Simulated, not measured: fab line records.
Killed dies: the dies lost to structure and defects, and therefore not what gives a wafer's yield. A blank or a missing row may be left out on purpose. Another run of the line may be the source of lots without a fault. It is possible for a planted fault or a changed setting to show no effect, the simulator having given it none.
Which tool is to blame? | flow sfq line | 7 lots with 21 wafers sampled at 5 steps, on a route of 325 steps

WHAT EACH GAUGE READ, for each wafer
SFQ_I1_OVL_MEAS_913.
lot  | measured     | on         | I1_OVL (nm)
L685 | day 22 17:53 | overlay-01 | -5 -7 -8
L689 | day 24 11:53 | overlay-02 | 6 1 -1
L697 | day 27 09:35 | overlay-01 | -8 -6 -5
L699 | day 34 14:08 | overlay-02 | -4 3 -7
L701 | day 35 11:40 | overlay-02 | -4 -3 -5
L703 | day 35 21:23 | overlay-01 | -9 -9 -5
L706 | day 37 10:35 | overlay-01 | -3 -4 -3

WHICH TOOL RAN EACH LOT (tool, then ch and the chambers of the sampled wafers, then the start)
lot  | SFQ_TRILAYER_M0_STRIP_STRIP_025   | SFQ_TRILAYER_I0_DEP_PECVD_027   | SFQ_TRILAYER_M1_LITHO_COAT_044    | SFQ_TRILAYER_M1_BARC_OPEN_METAL_ETCH_054
L685 | rie metal-03 ch 1, day 11 06:55   | pecvd-02 ch 0,2, day 11 08:17   | litho track-04 ch 0, day 16 01:56 | rie metal-01 ch 0, day 16 05:22
L689 | rie metal-04 ch 0,1, day 12 10:19 | pecvd-02 ch 0,2, day 12 11:06   | litho track-04 ch 0, day 18 05:49 | rie metal-03 ch 0,1, day 18 08:03
L697 | rie metal-04 ch 0,1, day 15 03:10 | pecvd-02 ch 0,2, day 15 03:57   | litho track-04 ch 0, day 21 13:04 | rie metal-03 ch 0,1, day 27 01:26
L699 | rie metal-03 ch 0,1, day 15 17:42 | pecvd-04 ch 0,1,2, day 15 18:28 | litho track-04 ch 0, day 22 03:25 | rie metal-02 ch 0,1, day 27 21:58
L701 | rie metal-04 ch 1, day 16 09:18   | pecvd-02 ch 1,2, day 16 10:04   | litho track-03 ch 0, day 22 20:35 | rie metal-01 ch 0,1, day 28 15:58
L703 | rie metal-03 ch 1, day 17 02:37   | pecvd-04 ch 0,1, day 17 03:24   | litho track-04 ch 0, day 23 09:46 | rie metal-02 ch 0,1, day 29 01:34
L706 | rie metal-03 ch 0,1, day 18 16:43 | pecvd-02 ch 0,1, day 18 17:31   | litho track-02 ch 0, day 24 20:56 | rie metal-01 ch 0,1, day 30 14:09
- SFQ_TRILAYER_M0_STRIP_STRIP_025: strips in O2.
- SFQ_TRILAYER_I0_DEP_PECVD_027: deposits SiO2 from SiH4/N2O, time 111.11 s, target thk 500 nm.
- SFQ_TRILAYER_M1_LITHO_COAT_044: resist thk 62 nm.
- SFQ_TRILAYER_M1_BARC_OPEN_METAL_ETCH_054: etches BARC in O2, target depth 125 nm, time 41.7 s.

THE ANSWER, worked out from the rows above alone
Rule: usual is defined by the lots themselves. The widest of any qualifying gaps counts: lots, ordered by their means at a reading, are off when they make up no more than a third of the lots, leave a main group of 4 or more, and stand apart from it by 3 or more times the standard deviation of that group's means. A main group whose means are all the same, to the digits that the tables above print for the reading, isn't used. A lot without any number at a reading at which 4 lots or more have one is off too. Any other lot the step has rows for is counted as sound.
No lot is off at any reading shown: from this, nothing can be told.

WHAT THE SIMULATOR PUT IN
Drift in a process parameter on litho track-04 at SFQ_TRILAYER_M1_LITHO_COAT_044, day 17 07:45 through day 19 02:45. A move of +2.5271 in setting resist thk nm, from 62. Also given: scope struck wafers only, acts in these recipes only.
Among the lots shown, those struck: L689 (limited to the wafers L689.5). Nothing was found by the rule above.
